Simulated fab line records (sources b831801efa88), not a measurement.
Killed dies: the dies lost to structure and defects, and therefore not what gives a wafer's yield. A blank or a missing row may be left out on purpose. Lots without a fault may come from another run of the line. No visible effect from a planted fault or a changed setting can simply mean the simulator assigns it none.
Which of the tools did it? | flow sky130 | 12 lots with 36 wafers sampled at 2 steps, on a route of 708 steps

## WHAT THE GAUGES READ, wafer by wafer
SKY_LI_CONTACT_CD_MEAS_12: target cd 170 nm.
lot  | measured     | on       | cdNm (nm)
L075 | day 29 12:39 | cdSem-02 | 170.3 170.3 168.5
L078 | day 29 18:39 | cdSem-02 | 171.2 170.9 170.4
L079 | day 30 11:25 | cdSem-01 | 170.4 168.9 170.7
L081 | day 31 17:01 | cdSem-02 | 171.0 170.0 170.5
L083 | day 31 21:40 | cdSem-01 | 167.6 168.6 166.9
L085 | day 32 13:01 | cdSem-02 | 170.2 169.8 170.7
L087 | day 33 05:21 | cdSem-02 | 170.0 169.3 169.9
L089 | day 33 23:08 | cdSem-01 | 169.0 167.9 169.2
L091 | day 34 18:11 | cdSem-02 | 171.0 169.8 169.8
L093 | day 35 05:06 | cdSem-01 | 169.5 169.8 169.6
L095 | day 35 18:52 | cdSem-02 | 171.1 170.2 171.4
L097 | day 36 18:11 | cdSem-02 | 169.0 167.8 169.2

## TOOL THAT RAN EACH LOT (tool first, then ch and the chambers of the sampled wafers, then the start)
lot  | SKY_LI_CONTACT_CMP_02
L075 | cmp-02 ch 0,1,3, day 28 08:12
L078 | cmp-02 ch 0,2,3, day 28 14:47
L079 | cmp-02 ch 1,2,3, day 29 07:02
L081 | cmp-02 ch 1,2,3, day 30 13:12
L083 | cmp-02 ch 0,1,2, day 30 17:39
L085 | cmp-01 ch 2,3, day 31 09:35
L087 | cmp-02 ch 2,3, day 32 01:45
L089 | cmp-01 ch 1,2,3, day 32 20:42
L091 | cmp-01 ch 0,1,3, day 33 15:51
L093 | cmp-01 ch 0,1, day 34 02:36
L095 | cmp-01 ch 0,1, day 34 16:39
L097 | cmp-02 ch 0,1,2, day 35 16:29
- SKY_LI_CONTACT_CMP_02: polishes PSG.

## THE ANSWER, worked out from the rows above alone
Rule: what is usual is taken from the lots themselves. Put in order of their means at a reading, lots are off if they are a third of the lots or fewer, leave a main group of 4 or more, and stand apart from it by a gap of 3 or more times the standard deviation of the main group's means; of several such gaps the widest counts. A main group whose means are all the same, to the digits that the tables above print for the reading, isn't used. Also off: a lot with no number at a reading for which 4 or more lots have one. Any other lot the step has rows for is counted as sound.
No lot is off at any reading shown: from this, nothing can be told.

## WHAT THE SIMULATOR PUT IN
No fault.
